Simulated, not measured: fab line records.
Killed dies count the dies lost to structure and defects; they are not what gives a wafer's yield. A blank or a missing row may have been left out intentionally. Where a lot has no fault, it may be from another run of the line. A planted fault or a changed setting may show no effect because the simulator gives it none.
Split-lot study / flow sfq-line / route with 325 steps; 5 lots, 23 wafers read

## SPLIT DETAILS
At SFQ_TRILAYER_M2_LITHO_EXPOSE_058 (exposes mask M2, target cd 500 nm), the setting dose-mj was moved away from the recipe's 14.4 on 9 of the 23 wafers read, by -6.5% to +4.4%. All remaining wafers had this setting at the recipe value.

## FROM THE SPLIT TO THE READING: what the file shows between them, 3 steps
- SFQ_TRILAYER_M2_LITHO_PEB_060: peb time 60 s
- SFQ_TRILAYER_M2_LITHO_DEVELOP_059: time 60 s
- SFQ_TRILAYER_M2_BARC_OPEN_METAL_ETCH_077: etches BARC in O2, target depth 125 nm, time 43.06 s

## THE READING
M2.cd-nm (the simulator's own value, which no gauge read), in nm, at SFQ_TRILAYER_M2_ETCH_METAL_ETCH_060 (etches Nb in Cl2/Ar, stops on SiO2, target depth 240 nm, time 120 s). No usual value for it is given in the file. Average 497.9 nm, standard deviation 1.3 nm, over the 14 wafers here run with the recipe.

wafer=L074.2; tool, chamber at the split=krf-scanner-01, 0; dose-mj as run=14.4; against the recipe=recipe; M2.cd-nm, nm=496.9; against lot-mates on the recipe=-
wafer=L074.3; tool, chamber at the split=krf-scanner-01, 0; dose-mj as run=14.4; against the recipe=recipe; M2.cd-nm, nm=498.8; against lot-mates on the recipe=-
wafer=L074.4; tool, chamber at the split=krf-scanner-01, 0; dose-mj as run=14.94; against the recipe=+3.7%; M2.cd-nm, nm=495.5; against lot-mates on the recipe=-2.4
wafer=L074.5; tool, chamber at the split=krf-scanner-01, 0; dose-mj as run=14.4; against the recipe=recipe; M2.cd-nm, nm=498.1; against lot-mates on the recipe=-
wafer=L074.6; tool, chamber at the split=krf-scanner-01, 0; dose-mj as run=14.94; against the recipe=+3.7%; M2.cd-nm, nm=494.4; against lot-mates on the recipe=-3.5
wafer=L076.1; tool, chamber at the split=krf-scanner-01, 0; dose-mj as run=14.4; against the recipe=recipe; M2.cd-nm, nm=499; against lot-mates on the recipe=-
wafer=L076.2; tool, chamber at the split=krf-scanner-01, 0; dose-mj as run=15.04; against the recipe=+4.4%; M2.cd-nm, nm=494.7; against lot-mates on the recipe=-3.9
wafer=L076.3; tool, chamber at the split=krf-scanner-01, 0; dose-mj as run=14.4; against the recipe=recipe; M2.cd-nm, nm=498.4; against lot-mates on the recipe=-
wafer=L076.5; tool, chamber at the split=krf-scanner-01, 0; dose-mj as run=15.04; against the recipe=+4.4%; M2.cd-nm, nm=493.5; against lot-mates on the recipe=-5.1
wafer=L076.6; tool, chamber at the split=krf-scanner-01, 0; dose-mj as run=14.4; against the recipe=recipe; M2.cd-nm, nm=498.3; against lot-mates on the recipe=-
wafer=L077.4; tool, chamber at the split=krf-scanner-01, 0; dose-mj as run=14.4; against the recipe=recipe; M2.cd-nm, nm=497; against lot-mates on the recipe=-
wafer=L077.5; tool, chamber at the split=krf-scanner-01, 0; dose-mj as run=14.4; against the recipe=recipe; M2.cd-nm, nm=497.4; against lot-mates on the recipe=-
wafer=L077.6; tool, chamber at the split=krf-scanner-01, 0; dose-mj as run=14.4; against the recipe=recipe; M2.cd-nm, nm=495.4; against lot-mates on the recipe=-
wafer=L078.1; tool, chamber at the split=krf-scanner-01, 0; dose-mj as run=14.4; against the recipe=recipe; M2.cd-nm, nm=496.6; against lot-mates on the recipe=-
wafer=L078.2; tool, chamber at the split=krf-scanner-01, 0; dose-mj as run=13.47; against the recipe=-6.5%; M2.cd-nm, nm=508.2; against lot-mates on the recipe=+11.2
wafer=L078.3; tool, chamber at the split=krf-scanner-01, 0; dose-mj as run=14.4; against the recipe=recipe; M2.cd-nm, nm=496.3; against lot-mates on the recipe=-
wafer=L078.5; tool, chamber at the split=krf-scanner-01, 0; dose-mj as run=13.47; against the recipe=-6.5%; M2.cd-nm, nm=509.1; against lot-mates on the recipe=+12.1
wafer=L078.6; tool, chamber at the split=krf-scanner-01, 0; dose-mj as run=14.4; against the recipe=recipe; M2.cd-nm, nm=498.1; against lot-mates on the recipe=-
wafer=L079.1; tool, chamber at the split=krf-scanner-01, 0; dose-mj as run=14.4; against the recipe=recipe; M2.cd-nm, nm=498.9; against lot-mates on the recipe=-
wafer=L079.2; tool, chamber at the split=krf-scanner-01, 0; dose-mj as run=14.76; against the recipe=+2.5%; M2.cd-nm, nm=496.7; against lot-mates on the recipe=-3.2
wafer=L079.3; tool, chamber at the split=krf-scanner-01, 0; dose-mj as run=14.4; against the recipe=recipe; M2.cd-nm, nm=500.8; against lot-mates on the recipe=-
wafer=L079.4; tool, chamber at the split=krf-scanner-01, 0; dose-mj as run=14.76; against the recipe=+2.5%; M2.cd-nm, nm=495.6; against lot-mates on the recipe=-4.2
wafer=L079.5; tool, chamber at the split=krf-scanner-01, 0; dose-mj as run=14.76; against the recipe=+2.5%; M2.cd-nm, nm=496.9; against lot-mates on the recipe=-3.0

FIT RESULTS
A straight line over all 23 wafers: M2.cd-nm changes by -1.26 nm for each +1% of dose-mj; r = -0.92; the points scatter about the line by 1.5 nm.
The same after taking each lot's own level away (the mean of its wafers on the recipe; 23 wafers): -1.44 nm for each +1%; r = -0.96; scatter 1.2 nm.
That fit puts the effect of the largest move of dose-mj on the reading at 9.3 nm.
The span of the lots' own levels, 496.60 to 499.85 nm, comes to 2.5 times the standard deviation stated above.
Thus the slope moves with the lot-to-lot level: the two fits are different.
Check: with one of the wafers moved furthest among these (-6.5%) left out of the fit, the line predicts +9.28 nm for it against its lot-mates. Against them it came out at +11.2 nm.

## FURTHER SPLITS ON THESE WAFERS
These wafers also went through other splits before the reading. Each is held against what the fit with the lots' levels taken away leaves over:
other split on the same wafers=SFQ_TRILAYER_I1_VIA_LITHO_COAT_049 spin-rpm; wafers away from the commonest value=9; r with M2.cd-nm (lot level and that fit taken away)=+0.07
other split on the same wafers=SFQ_TRILAYER_I1_VIA_ETCH_VIA_ETCH_052 source-w; wafers away from the commonest value=7; r with M2.cd-nm (lot level and that fit taken away)=-0.31

## THE WHOLE CHAIN: every reading that the file lists as answering this split, in the file's order
step=SFQ_TRILAYER_M2_BARC_OPEN_METAL_ETCH_077; what it does=etches BARC in O2, target depth 125 nm, time 43.06 s; reading=M2.cd-nm (the simulator's own value, which no gauge read); change (the file's fit)=-1.56 nm for each +1% of the setting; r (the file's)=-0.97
step=SFQ_TRILAYER_M2_ETCH_METAL_ETCH_060; what it does=etches Nb in Cl2/Ar, stops on SiO2, target depth 240 nm, time 120 s; reading=M2.cd-nm (the simulator's own value, which no gauge read); change (the file's fit)=-1.41 nm for each +1% of the setting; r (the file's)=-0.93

## THE FILE'S OWN FIT
M2.cd-nm changes by -1.41 nm for each +1% of dose-mj, r = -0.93.
